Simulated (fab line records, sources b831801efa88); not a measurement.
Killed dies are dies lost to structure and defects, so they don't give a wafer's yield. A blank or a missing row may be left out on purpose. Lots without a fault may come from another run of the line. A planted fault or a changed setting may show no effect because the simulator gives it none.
fab line records | flow sky130
record lots=24 wafers=72 last_day=50
route steps=708 shown FIELD_ISO@16 VT_ADJUST_HVTR@138 LDD_HVN@276 METAL1@449 METAL2@484 VIA3@595
lots that met no fault: from a run of the same line without faults
start_h: hours from the record's first day to the start of the lot's first wafer shown | wait_h: hours since the lot's step before | " the same as in the row above | L1.1+2: a row that stands for several wafers | - no value, or no start given | * or withheld: withheld | < > ~ a bound
route shown NAME@n: a module of which the file shows steps, and the number in the route of the first | usual: mean/standard deviation of fault-free wafers | same: alike in all rows | chamber/n: place in a boat | sites: the reading at each site | _std_site: their standard deviation | _edge_site: outer sites' mean less inner sites' | radius_mm: how far each site lies from the wafer's centre | mask NAME#n: copy n | behind: the tool/chamber that last shaped the wafer | hold: why the lot was held/for how many hours/how that ended | device: the transistor (n, p or np) that didn't switch | end of line: the same wafers' tests at the end of the route | a step without rows: its recipe alone | killed: dies lost to structure and defects at the first sort, not the wafer's yield | map: a wafer's dies, x killed, . not, _ none there
set.NAME: the setting as run; set.NAME@STEP: as run at that earlier step | model.NAME: the simulator's own value behind a step, which no gauge read
steps of the route over a sample of lots; a table a step, a row a wafer
services: from which hour (start_h, from the record's first day; less than 0 if before it) a tool's chamber was out of use, for how many hours, and why
## steps
# step SKY_FIELD_ISO_ETCH_15
# recipe chemistry=CHF3/O2 target_depth_nm=180 stop_on=Si source_w=600 bias_w=200 pressure_mtorr=40 chf3_flow_sccm=50 O2_flow_sccm=5 time_s=72
# usual drypump_motor_current_A=5.6/0.47 oes_product_au=0.948/0.0072 throttle_valve_pct=8.845/0.0089
# columns lot.wafer tool chamber start_h wait_h drypump_motor_current_A oes_product_au rf_hours_counter_h throttle_valve_pct
L074.1 rie_diel-02 3 29.54 0.0 5.2 0.943 166 8.838
L074.3 " 0 " " 5.0 0.942 39 8.838
L074.6 " 3 " " 5.2 0.936 - 8.832
L075.1 rie_diel-04 2 36.00 0.0 6.0 0.947 5 8.844
L075.3 " 3 " " 6.0 0.950 123 8.847
L075.6 " 3 " " 6.0 0.956 - 8.860
L076.1 rie_diel-03 1 41.69 0.0 4.9 0.952 2 8.834
L076.3 " 3 " " 6.1 0.962 3 8.849
L076.4 " 0 " " 5.5 0.958 - 8.851
L077.1 rie_diel-04 3 43.98 0.0 6.1 0.948 123 8.854
L077.2 " 2 " " 5.9 0.947 6 8.849
L077.5 " 3 " " 6.1 0.949 - 8.849
L078.1 rie_diel-04 1 50.75 0.0 6.0 0.952 102 8.852
L078.3 " 3 " " 6.0 0.945 123 8.829
L078.6 " 0 " " 5.2 0.940 - 8.838
L079.3 rie_diel-02 2 56.08 0.0 5.5 0.933 6 8.855
L079.4 " 0 " " 5.0 0.941 39 8.846
L079.5 " 3 " " 5.2 0.942 - 8.838
L080.2 rie_diel-04 3 59.29 0.0 6.1 0.949 123 8.857
L080.3 " 0 " " 5.2 0.947 26 8.846
L080.4 " 1 " " 6.0 0.942 102 8.866
L081.1 rie_diel-03 3 67.53 0.0 6.1 0.949 3 8.861
L081.2 " 1 " " 4.9 0.951 2 8.858
L081.6 " 0 " " 5.5 0.947 - 8.843
L082.1 rie_diel-02 1 70.56 0.0 6.6 0.948 161 8.829
L082.2 " 0 " " 5.0 0.958 39 8.841
L082.3 " 2 " " 5.5 0.949 6 8.862
L083.3 rie_diel-04 3 75.60 0.0 6.1 0.931 123 8.855
L083.4 " 0 " " 5.2 0.943 - 8.832
L083.5 " 3 " " 6.1 0.950 - 8.856
L084.4 rie_diel-04 0 80.00 0.0 5.2 0.948 26 8.841
L084.5 " 1 " " 6.0 0.943 - 8.853
L084.6 " 0 " " 5.2 0.945 - 8.854
L085.1 rie_diel-04 1 89.88 0.0 6.0 0.936 102 8.831
L085.3 " 2 " " 5.9 0.943 6 8.843
L085.6 " 2 " " 5.9 0.950 - 8.849
L086.3 rie_diel-03 1 93.23 0.0 4.9 0.954 3 8.846
L086.4 " 3 " " 6.1 0.952 4 8.836
L086.6 " 1 " " 4.9 0.944 - 8.830
L087.1 rie_diel-04 0 96.65 0.0 5.3 0.951 27 8.840
L087.3 " 1 " " 6.0 0.946 102 8.836
L087.6 " 0 " " 5.2 0.948 - 8.831
L088.1 rie_diel-03 0 101.18 0.0 5.5 0.947 2 8.849
L088.3 " 2 " " 5.1 0.949 1 8.846
L088.4 " 3 " " 6.1 0.941 4 8.853
L089.3 rie_diel-04 2 109.59 0.0 5.9 0.952 6 8.842
L089.4 " 3 " " 6.1 0.954 124 8.850
L089.5 " 2 " " 5.9 0.955 - 8.844
L090.1 rie_diel-04 2 111.35 0.0 5.9 0.948 6 8.830
L090.2 " 1 " " 6.0 0.954 103 8.847
L090.3 " 3 " " 6.1 0.959 124 8.839
L091.3 rie_diel-03 0 116.60 0.0 5.5 0.943 3 8.847
L091.5 " 0 " " 5.5 0.935 - 8.843
L091.6 " 1 " " 4.9 0.940 - 8.830
L092.2 rie_diel-03 1 125.88 0.0 4.9 0.940 3 8.855
L092.3 " 0 " " 5.5 0.948 3 8.835
L092.4 " 2 " " 5.1 0.952 2 8.847
L093.2 rie_diel-04 0 132.50 0.0 5.3 0.951 27 8.846
L093.5 " 3 " " 6.1 0.947 - 8.839
L093.6 " 2 " " 5.9 0.958 - 8.843
L094.1 rie_diel-02 0 134.80 0.0 5.0 0.942 41 8.833
L094.4 " 1 " " 6.5 0.943 - 8.851
L094.5 " 3 " " 5.2 0.936 - 8.832
L095.2 rie_diel-03 1 139.64 0.0 4.9 0.949 4 8.848
L095.4 " 3 " " 6.1 0.949 5 8.835
L095.5 " 2 " " 5.1 0.951 - 8.853
L096.1 rie_diel-04 2 143.53 0.0 5.9 0.947 7 8.859
L096.5 " 0 " " 5.2 0.953 - 8.851
L096.6 " 3 " " 6.1 0.962 - 8.859
L097.3 rie_diel-02 0 150.53 0.0 5.0 0.953 41 8.849
L097.4 " 3 " " 5.2 0.961 - 8.845
L097.6 " 0 " " 5.0 0.963 - 8.846
# step SKY_VT_ADJUST_HVTR_CD_MEAS_07
# recipe target_cd_nm=380
# usual cd_nm=380.3/2.3
# columns lot.wafer tool chamber start_h wait_h cd_nm
L074.1 cd_sem-02 - 203.45 0.1 384.9
L074.3 " - " " 384.0
L074.6 " - " " 383.0
L075.1 cd_sem-02 - 211.30 0.1 380.4
L075.3 " - " " 379.9
L075.6 " - " " 380.1
L076.1 cd_sem-02 - 216.83 0.1 376.9
L076.3 " - " " 380.0
L076.4 " - " " 375.9
L077.1 cd_sem-02 - 221.53 0.1 379.8
L077.2 " - " " 378.8
L077.5 " - " " 379.7
L078.1 cd_sem-02 - 230.33 0.1 379.7
L078.3 " - " " 378.7
L078.6 " - " " 379.1
L079.3 cd_sem-02 - 239.79 0.1 385.4
L079.4 " - " " 382.9
L079.5 " - " " 386.7
L080.2 cd_sem-02 - 248.70 0.1 384.1
L080.3 " - " " 382.1
L080.4 " - " " 379.5
L081.1 cd_sem-02 - 262.25 0.1 380.3
L081.2 " - " " 381.7
L081.6 " - " " 379.2
L082.1 cd_sem-02 - 263.45 0.1 381.9
L082.2 " - " " 382.1
L082.3 " - " " 383.6
L083.3 cd_sem-02 - 266.43 0.2 376.4
L083.4 " - " " 375.9
L083.5 " - " " 377.8
L084.4 cd_sem-02 - 274.89 0.1 381.5
L084.5 " - " " 379.2
L084.6 " - " " 379.4
L085.1 cd_sem-01 - 287.33 0.1 380.2
L085.3 " - " " 380.5
L085.6 " - " " 382.7
L086.3 cd_sem-02 - 296.91 0.2 380.2
L086.4 " - " " 381.8
L086.6 " - " " 381.5
L087.1 cd_sem-01 - 304.28 0.1 378.2
L087.3 " - " " 379.8
L087.6 " - " " 377.0
L088.1 cd_sem-02 - 315.93 0.1 379.3
L088.3 " - " " 380.8
L088.4 " - " " 380.9
L089.3 cd_sem-01 - 321.59 0.1 377.8
L089.4 " - " " 379.9
L089.5 " - " " 378.0
L090.1 cd_sem-01 - 322.63 0.1 383.0
L090.2 " - " " 381.0
L090.3 " - " " 383.1
L091.3 cd_sem-01 - 328.02 0.1 381.9
L091.5 " - " " 380.8
L091.6 " - " " 382.7
L092.2 cd_sem-02 - 344.15 0.1 380.8
L092.3 " - " " 379.1
L092.4 " - " " 381.1
L093.2 cd_sem-02 - 348.70 0.1 380.0
L093.5 " - " " 376.8
L093.6 " - " " 378.8
L095.2 cd_sem-02 - 363.70 0.1 383.0
L095.4 " - " " 382.6
L095.5 " - " " 379.2
L094.1 cd_sem-02 - 365.03 0.3 380.0
L094.4 " - " " 383.4
L094.5 " - " " 378.2
L096.1 cd_sem-01 - 368.15 0.1 381.1
L096.5 " - " " 378.6
L096.6 " - " " 378.9
L097.3 cd_sem-02 - 375.37 0.1 378.8
L097.4 " - " " 376.4
L097.6 " - " " 378.5
# step SKY_LDD_HVN_STRIP_09
# recipe chemistry=O2/N2 power_w=1400 pressure_mtorr=1500 platen_temp_c=withheld o2_flow_sccm=3000 n2_flow_sccm=300 overash_fraction=0.5
# usual drypump_motor_current_A=5.7/0.52 n2_flow_sccm=300.1/0.93 oes_product_au=0.409/0.0044 strip_time_to_endpoint_s=4.142/0.014
# columns lot.wafer tool chamber start_h wait_h drypump_motor_current_A n2_flow_sccm oes_product_au rf_hours_counter_h strip_time_to_endpoint_s
L074.1 plasma_asher-03 0 465.17 0.1 5.6 299.2 0.402 34 4.151
L074.3 " 0 " " 5.6 300.1 0.412 - 4.137
L074.6 " 1 " " 5.1 298.8 0.404 - 4.149
L075.1 plasma_asher-04 0 465.80 0.1 5.3 299.6 0.405 72 4.130
L075.3 " 0 " " 5.3 299.9 0.408 - 4.136
L075.6 " 1 " " 6.5 301.9 0.412 - 4.129
L076.1 plasma_asher-03 1 481.46 0.1 5.1 299.4 0.409 36 4.150
L076.3 " 1 " " 5.1 298.5 0.405 - 4.115
L076.4 " 0 " " 5.6 300.1 0.408 - 4.129
L077.1 plasma_asher-04 0 500.30 0.1 5.3 301.8 0.409 76 4.134
L077.2 " 1 " " 6.4 299.9 0.407 76 4.133
L077.5 " 0 " " 5.3 301.1 0.407 - 4.130
L078.1 plasma_asher-03 0 501.32 0.1 5.6 301.2 0.412 38 4.150
L078.3 " 0 " " 5.6 299.9 0.413 - 4.155
L078.6 " 0 " " 5.6 299.8 0.405 - 4.164
L079.3 plasma_asher-04 0 517.95 0.1 5.3 299.8 0.401 - 4.150
L079.4 " 1 " " 6.4 300.6 0.408 - 4.135
L079.5 " 1 " " 6.4 299.9 0.408 - 4.122
L080.2 plasma_asher-04 0 527.86 0.1 5.3 298.2 0.408 79 4.143
L080.3 " 0 " " 5.3 299.2 0.405 - 4.135
L080.4 " 1 " " 6.4 301.9 0.409 - 4.134
L081.1 plasma_asher-02 0 542.57 0.1 5.3 300.1 0.406 75 4.154
L081.2 " 1 " " 6.3 300.1 0.402 75 4.166
L081.6 " 1 " " 6.3 300.1 0.405 - 4.165
L082.1 plasma_asher-03 0 543.55 0.1 5.6 298.4 0.403 42 4.124
L082.2 " 1 " " 5.1 302.1 0.409 42 4.161
L082.3 " 0 " " 5.6 301.6 0.406 - 4.119
L083.3 plasma_asher-03 0 553.45 0.1 5.6 300.2 0.413 - 4.150
L083.4 " 1 " " 5.1 299.3 0.406 - 4.161
L083.5 " 0 " " 5.6 299.6 0.414 - 4.146
L084.4 plasma_asher-03 1 559.64 0.1 5.1 301.2 0.405 - 4.115
L084.5 " 1 " " 5.1 299.6 0.410 - 4.153
L084.6 " 0 " " 5.6 301.0 0.416 - 4.150
L085.1 plasma_asher-04 0 572.97 0.1 5.3 300.0 0.401 83 4.144
L085.3 " 1 " " 6.4 299.0 0.414 - 4.130
L085.6 " 1 " " 6.4 300.6 0.407 - 4.146
L086.3 plasma_asher-04 1 586.10 0.1 6.4 300.7 0.411 - 4.141
L086.4 " 0 " " 5.3 300.3 0.405 - 4.125
L086.6 " 1 " " 6.4 300.1 0.409 - 4.138
L087.1 plasma_asher-02 0 588.30 0.1 5.4 301.4 0.420 80 4.122
L087.3 " 1 " " 6.3 300.4 0.402 - 4.143
L087.6 " 1 " " 6.3 299.9 0.406 - 4.125
L088.1 plasma_asher-04 0 603.55 0.1 5.3 299.5 0.408 87 4.168
L088.3 " 0 " " 5.3 300.9 0.414 - 4.168
L088.4 " 1 " " 6.4 300.1 0.413 - 4.168
L090.1 plasma_asher-04 0 612.65 0.1 5.3 298.8 0.410 88 4.150
L090.2 " 1 " " 6.4 300.1 0.413 88 4.169
L090.3 " 1 " " 6.4 301.3 0.412 - 4.159
L089.3 plasma_asher-02 0 613.00 0.1 5.3 299.0 0.408 - 4.141
L089.4 " 1 " " 6.3 299.5 0.407 - 4.114
L089.5 " 1 " " 6.3 300.3 0.415 - 4.139
L091.3 plasma_asher-02 1 615.85 0.1 6.3 300.5 0.410 - 4.136
L091.5 " 1 " " 6.3 301.0 0.407 - 4.144
L091.6 " 0 " " 5.4 300.0 0.409 - 4.131
L092.2 plasma_asher-03 1 626.05 0.1 5.1 300.5 0.412 48 4.165
L092.3 " 1 " " 5.1 299.8 0.401 - 4.121
L092.4 " 0 " " 5.6 300.0 0.402 - 4.138
L093.2 plasma_asher-04 0 629.72 0.1 5.3 299.5 0.410 89 4.136
L093.5 " 1 " " 6.4 300.8 0.413 - 4.161
L093.6 " 0 " " 5.3 300.9 0.406 - 4.157
L095.2 plasma_asher-04 1 644.85 0.1 6.4 301.0 0.412 91 4.136
L095.4 " 0 " " 5.3 298.5 0.405 - 4.133
L095.5 " 1 " " 6.4 300.3 0.414 - 4.125
L094.1 plasma_asher-03 1 653.30 0.1 5.1 300.5 0.406 51 4.156
L094.4 " 1 " " 5.1 300.2 0.409 - 4.143
L094.5 " 1 " " 5.1 300.1 0.412 - 4.116
L097.3 plasma_asher-02 0 659.40 0.1 5.3 300.1 0.408 - 4.125
L097.4 " 1 " " 6.3 301.1 0.409 - 4.152
L097.6 " 0 " " 5.3 300.9 0.407 - 4.134
L096.1 plasma_asher-02 0 660.27 0.1 5.3 300.2 0.405 88 4.143
L096.5 " 1 " " 6.3 300.0 0.401 - 4.152
L096.6 " 0 " " 5.3 300.6 0.411 - 4.139
# step SKY_METAL1_CD_MEAS_15
# recipe target_cd_nm=140
# usual cd_nm=139.8/1.5
# columns lot.wafer tool chamber start_h wait_h cd_nm
L074.1 cd_sem-01 - 762.97 - 139.8
L074.3 " - " " 140.3
L074.6 " - " " 140.5
L075.1 cd_sem-02 - 766.83 - 140.2
L075.3 " - " " 141.8
L075.6 " - " " 141.6
L076.1 cd_sem-01 - 782.83 - 141.3
L076.3 " - " " 141.7
L076.4 " - " " 141.6
L077.1 cd_sem-02 - 794.85 - 136.0
L077.2 " - " " 138.3
L077.5 " - " " 138.9
L078.1 cd_sem-01 - 797.83 - 140.4
L078.3 " - " " 139.4
L078.6 " - " " 140.5
L079.3 cd_sem-02 - 810.11 - 139.9
L079.4 " - " " 139.7
L079.5 " - " " 139.5
L080.2 cd_sem-02 - 817.62 - 143.4
L080.3 " - " " 142.6
L080.4 " - " " 142.8
L081.1 cd_sem-02 - 832.80 - 140.1
L081.2 " - " " 141.4
L081.6 " - " " 138.5
L082.1 cd_sem-02 - 834.58 - 138.6
L082.2 " - " " 139.2
L082.3 " - " " 139.4
L083.3 cd_sem-01 - 839.76 - 139.6
L083.4 " - " " 138.5
L083.5 " - " " 139.8
L084.4 cd_sem-01 - 847.79 - 138.0
L084.5 " - " " 141.9
L084.6 " - " " 141.0
L085.1 cd_sem-02 - 857.58 - 139.2
L085.3 " - " " 139.1
L085.6 " - " " 137.6
L086.3 cd_sem-01 - 872.29 - 141.3
L086.4 " - " " 139.8
L086.6 " - " " 139.7
L087.1 cd_sem-02 - 872.60 - 141.4
L087.3 " - " " 140.3
L087.6 " - " " 142.1
L088.1 cd_sem-02 - 886.85 - 139.0
L088.3 " - " " 140.7
L088.4 " - " " 140.2
L090.1 cd_sem-01 - 891.35 - 136.9
L090.2 " - " " 136.8
L090.3 " - " " 138.1
L089.3 cd_sem-01 - 892.76 - 139.4
L089.4 " - " " 140.8
L089.5 " - " " 140.8
L091.3 cd_sem-01 - 895.81 - 140.9
L091.5 " - " " 141.8
L091.6 " - " " 140.7
L092.2 cd_sem-01 - 907.20 - 137.6
L092.3 " - " " 138.5
L092.4 " - " " 138.6
L093.2 cd_sem-01 - 911.07 - 139.0
L093.5 " - " " 139.0
L093.6 " - " " 140.5
L095.2 cd_sem-01 - 919.95 - 140.8
L095.4 " - " " 139.2
L095.5 " - " " 139.9
L094.1 cd_sem-01 - 927.83 - 136.6
L094.4 " - " " 138.1
L094.5 " - " " 136.3
L097.3 cd_sem-01 - 934.89 - 139.9
L097.4 " - " " 138.9
L097.6 " - " " 137.6
L096.1 cd_sem-01 - 935.90 - 141.0
L096.5 " - " " 141.7
L096.6 " - " " 141.8
# step SKY_METAL2_SPUTTER_01
# recipe material=TiN target_thk_nm=20 power_w=6500 time_s=16.7 chamber_pressure_pa=0.4
# usual chamber_pressure_pa=0.4000/0.0008 throttle_valve_pct=30.2/0.94
# columns lot.wafer tool chamber start_h wait_h chamber_pressure_pa throttle_valve_pct
L074.1 pvd_sputter-04 - 792.28 0.0 0.3984 28.7
L074.3 " - " " 0.4001 31.1
L074.6 " - " " 0.3997 28.6
L075.1 pvd_sputter-04 - 795.93 0.0 0.4009 30.0
L075.3 " - " " 0.3987 30.8
L075.6 " - " " 0.4014 30.0
L076.1 pvd_sputter-01 - 812.55 0.0 0.4000 30.9
L076.3 " - " " 0.3990 28.9
L076.4 " - " " 0.3986 29.4
L077.1 pvd_sputter-01 - 824.71 0.0 0.3992 30.8
L077.2 " - " " 0.4002 29.2
L077.5 " - " " 0.4009 31.1
L078.1 pvd_sputter-04 - 826.74 0.0 0.4000 28.5
L078.3 " - " " 0.3999 30.0
L078.6 " - " " 0.3997 30.0
L079.3 pvd_sputter-01 - 839.38 0.0 0.4000 31.7
L079.4 " - " " 0.4007 29.1
L079.5 " - " " 0.4003 29.2
L080.2 pvd_sputter-01 - 847.32 0.0 0.4002 30.9
L080.3 " - " " 0.4001 29.1
L080.4 " - " " 0.4000 29.1
L081.1 pvd_sputter-01 - 861.68 0.0 0.3995 31.0
L081.2 " - " " 0.4021 29.0
L081.6 " - " " 0.4009 29.2
L082.1 pvd_sputter-01 - 864.29 0.0 0.4009 29.2
L082.2 " - " " 0.3984 29.4
L082.3 " - " " 0.4002 31.5
L083.3 pvd_sputter-02 - 868.13 0.0 0.3992 29.9
L083.4 " - " " 0.3995 29.8
L083.5 " - " " 0.3993 30.6
L084.4 pvd_sputter-02 - 876.79 0.0 0.4007 30.3
L084.5 " - " " 0.4007 30.2
L084.6 " - " " 0.3996 29.7
L085.1 pvd_sputter-04 - 886.53 0.0 0.3989 29.9
L085.3 " - " " 0.3991 30.9
L085.6 " - " " 0.4013 28.5
L086.3 pvd_sputter-01 - 900.88 0.0 0.4000 31.3
L086.4 " - " " 0.3997 29.2
L086.6 " - " " 0.4005 31.7
L087.1 pvd_sputter-02 - 900.93 0.0 0.3999 29.6
L087.3 " - " " 0.3997 30.6
L087.6 " - " " 0.3990 30.3
L088.1 pvd_sputter-01 - 915.16 0.0 0.4013 31.3
L088.3 " - " " 0.4004 29.0
L088.4 " - " " 0.4014 31.0
L090.1 pvd_sputter-01 - 919.81 0.0 0.3998 31.6
L090.2 " - " " 0.4017 31.1
L090.3 " - " " 0.4000 29.3
L089.3 pvd_sputter-02 - 920.29 0.0 0.4009 30.6
L089.4 " - " " 0.3990 29.6
L089.5 " - " " 0.4007 30.4
L091.3 pvd_sputter-01 - 923.68 0.0 0.3993 31.9
L091.5 " - " " 0.3998 29.1
L091.6 " - " " 0.3997 31.5
L092.2 pvd_sputter-02 - 934.40 0.0 0.4001 29.6
L092.3 " - " " 0.4015 30.0
L092.4 " - " " 0.3990 30.5
L093.2 pvd_sputter-02 - 938.48 0.0 0.3991 30.6
L093.5 " - " " 0.4000 30.6
L093.6 " - " " 0.3995 29.7
L095.2 pvd_sputter-01 - 947.97 0.0 0.3997 32.0
L095.4 " - " " 0.3999 29.4
L095.5 " - " " 0.3995 30.9
L094.1 pvd_sputter-04 - 955.48 0.0 0.3997 30.9
L094.4 " - " " 0.3988 30.1
L094.5 " - " " 0.4002 29.9
L097.3 pvd_sputter-01 - 964.96 0.0 0.4002 29.0
L097.4 " - " " 0.3992 29.3
L097.6 " - " " 0.3999 29.1
L096.1 pvd_sputter-04 - 965.26 0.0 0.3999 31.1
L096.5 " - " " 0.4001 29.9
L096.6 " - " " 0.4010 28.8
# step SKY_VIA3_RS_MEAS_22
# recipe thk_meas_gauge=four-point-probe reads=W_of_VIA3_CVD_21+TiN_of_VIA3_SPUTTER_20
# usual VIA3_W_RS=0.294/0.0037
# columns lot.wafer tool chamber start_h wait_h VIA3_W_RS[ohm/sq]
L074.1 film_metro-01 - 928.52 0.1 0.294
L074.3 " - " " 0.297
L074.6 " - " " 0.291
L075.1 film_metro-02 - 930.66 0.1 0.294
L075.3 " - " " 0.300
L075.6 " - " " 0.297
L076.1 film_metro-04 - 947.16 0.1 0.292
L076.3 " - " " 0.294
L076.4 " - " " 0.296
L077.1 film_metro-01 - 957.68 0.1 0.294
L077.2 " - " " 0.298
L077.5 " - " " 0.292
L078.1 film_metro-04 - 964.06 0.1 0.294
L078.3 " - " " 0.297
L078.6 " - " " 0.299
L079.3 film_metro-01 - 971.16 0.1 0.297
L079.4 " - " " 0.294
L079.5 " - " " 0.294
L080.2 film_metro-04 - 977.34 0.1 0.298
L080.3 " - " " 0.296
L080.4 " - " " 0.296
L081.1 film_metro-02 - 992.41 0.1 0.293
L081.2 " - " " 0.290
L081.6 " - " " 0.291
L082.1 film_metro-02 - 994.12 0.1 0.289
L082.2 " - " " 0.301
L082.3 " - " " 0.292
L083.3 film_metro-01 - 1001.14 0.1 0.289
L083.4 " - " " 0.294
L083.5 " - " " 0.292
L084.4 film_metro-04 - 1005.02 0.1 0.292
L084.5 " - " " 0.297
L084.6 " - " " 0.293
L085.1 film_metro-02 - 1011.71 0.1 0.292
L085.3 " - " " 0.299
L085.6 " - " " 0.292
L086.3 film_metro-01 - 1024.64 0.1 0.295
L086.4 " - " " 0.295
L086.6 " - " " 0.298
L087.1 film_metro-02 - 1024.99 0.1 0.293
L087.3 " - " " 0.298
L087.6 " - " " 0.301
L088.1 film_metro-04 - 1040.22 0.1 0.289
L088.3 " - " " 0.289
L088.4 " - " " 0.299
L090.1 film_metro-02 - 1043.67 0.1 0.293
L090.2 " - " " 0.293
L090.3 " - " " 0.291
L089.3 film_metro-01 - 1046.74 0.1 0.299
L089.4 " - " " 0.296
L089.5 " - " " 0.293
L091.3 film_metro-02 - 1048.83 0.1 0.299
L091.5 " - " " 0.301
L091.6 " - " " 0.293
L092.2 film_metro-01 - 1058.31 0.1 0.295
L092.3 " - " " 0.290
L092.4 " - " " 0.298
L093.2 film_metro-02 - 1059.61 0.1 0.291
L093.5 " - " " 0.286
L093.6 " - " " 0.291
L095.2 film_metro-02 - 1071.62 0.1 0.288
L095.4 " - " " 0.288
L095.5 " - " " 0.288
L094.1 film_metro-01 - 1075.89 0.1 0.294
L094.4 " - " " 0.296
L094.5 " - " " 0.298
L097.3 film_metro-02 - 1081.49 0.1 0.293
L097.4 " - " " 0.292
L097.6 " - " " 0.289
L096.1 film_metro-01 - 1082.80 0.1 0.293
L096.5 " - " " 0.291
L096.6 " - " " 0.296
## services
# columns tool chamber start_h hours kind
plasma_asher-03 - 12.33 15.6 pm
rie_diel-04 - 17.10 2.8 pm
pvd_sputter-01 - 64.41 3.8 repair
rie_diel-04 2 73.33 3.8 repair
plasma_asher-04 - 98.52 3.2 repair
rie_diel-04 1 149.17 1.3 repair
rie_diel-04 3 164.86 26.8 repair
rie_diel-04 1 183.34 17.9 repair
plasma_asher-04 - 271.50 13.8 repair
rie_diel-04 0 292.82 12.7 repair
pvd_sputter-01 - 361.24 5.4 repair
pvd_sputter-01 - 383.54 1.5 repair
pvd_sputter-01 - 450.26 1.3 repair
rie_diel-04 - 516.20 0.2 repair
plasma_asher-04 - 573.79 0.9 repair
rie_diel-04 2 671.13 6.4 repair
plasma_asher-04 - 733.75 9.0 pm
plasma_asher-04 - 742.75 2.8 pm
rie_diel-04 2 780.09 7.7 repair
rie_diel-04 1 792.95 14.8 repair
pvd_sputter-01 - 813.63 1.2 repair
plasma_asher-04 - 841.65 2.1 repair
rie_diel-04 3 876.71 6.6 repair
pvd_sputter-01 - 953.33 2.4 repair
## key
fault none
